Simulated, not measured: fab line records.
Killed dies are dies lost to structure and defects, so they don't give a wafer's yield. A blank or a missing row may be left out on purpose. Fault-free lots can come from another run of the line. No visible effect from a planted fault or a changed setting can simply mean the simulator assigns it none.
Matching of chambers :: flow sky130 :: SKY_METAL3_ETCH_17 on rieDiel-04: 4 sister chambers
The step etches SiO2 in C4F8/O2/Ar, stops on TiN, time 3.9 s, target depth 15 nm. 8 wafers are shown with their chamber, then 12 later ones without.

## WAFERS, EACH WITH ITS CHAMBER
wafer: L078.2
chamber: 3
rfFwdPowerW (W): 1466
oesProductAu (a.u.): 0.748

wafer: L079.4
chamber: 1
rfFwdPowerW (W): 1467
oesProductAu (a.u.): 0.762

wafer: L083.3
chamber: 1
rfFwdPowerW (W): 1472
oesProductAu (a.u.): 0.754

wafer: L084.2
chamber: 2
rfFwdPowerW (W): 1464
oesProductAu (a.u.): 0.751

wafer: L084.6
chamber: 0
rfFwdPowerW (W): 1470
oesProductAu (a.u.): 0.763

wafer: L085.3
chamber: 2
rfFwdPowerW (W): 1464
oesProductAu (a.u.): 0.770

wafer: L085.4
chamber: 3
rfFwdPowerW (W): 1470
oesProductAu (a.u.): 0.765

wafer: L085.6
chamber: 0
rfFwdPowerW (W): 1469
oesProductAu (a.u.): 0.755

## WAFERS WHOSE CHAMBER IS MISSING
wafer: L087.1
rfFwdPowerW (W): 1468
oesProductAu (a.u.): 0.760

wafer: L087.2
rfFwdPowerW (W): 1472
oesProductAu (a.u.): 0.752

wafer: L087.4
rfFwdPowerW (W): 1472
oesProductAu (a.u.): 0.759

wafer: L091.4
rfFwdPowerW (W): 1472
oesProductAu (a.u.): 0.752

wafer: L091.5
rfFwdPowerW (W): 1479
oesProductAu (a.u.): 0.740

wafer: L091.6
rfFwdPowerW (W): 1464
oesProductAu (a.u.): 0.747

wafer: L095.1
rfFwdPowerW (W): 1462
oesProductAu (a.u.): 0.754

wafer: L095.2
rfFwdPowerW (W): 1469
oesProductAu (a.u.): 0.754

wafer: L095.5
rfFwdPowerW (W): 1464
oesProductAu (a.u.): 0.754

wafer: L096.1
rfFwdPowerW (W): 1475
oesProductAu (a.u.): 0.746

wafer: L096.2
rfFwdPowerW (W): 1463
oesProductAu (a.u.): 0.745

wafer: L096.4
rfFwdPowerW (W): 1464
oesProductAu (a.u.): 0.753

## THE CHAMBER EACH PASSED THROUGH
wafer: L087.1
from the rows above: can't be placed: 3 or 0 or 1 or 2
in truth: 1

wafer: L087.2
from the rows above: can't be placed: 1 or 0 or 3
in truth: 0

wafer: L087.4
from the rows above: can't be placed: 0 or 1 or 3
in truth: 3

wafer: L091.4
from the rows above: can't be placed: 1 or 0 or 3
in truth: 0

wafer: L091.5
from the rows above: can't be placed: 1 or 0 or 3
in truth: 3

wafer: L091.6
from the rows above: can't be placed: 2 or 3 or 1 or 0
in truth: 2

wafer: L095.1
from the rows above: can't be placed: 2 or 3
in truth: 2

wafer: L095.2
from the rows above: can't be placed: 1 or 3 or 0 or 2
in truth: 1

wafer: L095.5
from the rows above: can't be placed: 2 or 3 or 1 or 0
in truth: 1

wafer: L096.1
from the rows above: can't be placed: 1 or 0 or 3
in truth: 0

wafer: L096.2
from the rows above: can't be placed: 2 or 3 or 1 or 0
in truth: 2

wafer: L096.4
from the rows above: can't be placed: 2 or 3 or 1 or 0
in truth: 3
Correct placement for 0 of the 12. From these rows, 12 cannot be placed; in 12 the true chamber is one of the candidates. 0 placed wrongly.
How it was worked out, from the rows above alone: a wafer's distance from a chamber is the root of the sum, over the readings, of the square of ((its reading less the chamber's mean) divided by the reading's scatter). If the next closest chamber is less than 2 further off than the closest, the wafer can't be placed; otherwise it belongs to the closest. Each chamber's mean is taken over the wafers shown for it. The scatter is the square root of a quotient: the sum, over the shown wafers, of each reading's squared deviation from its chamber's mean, divided by wafers minus chambers.
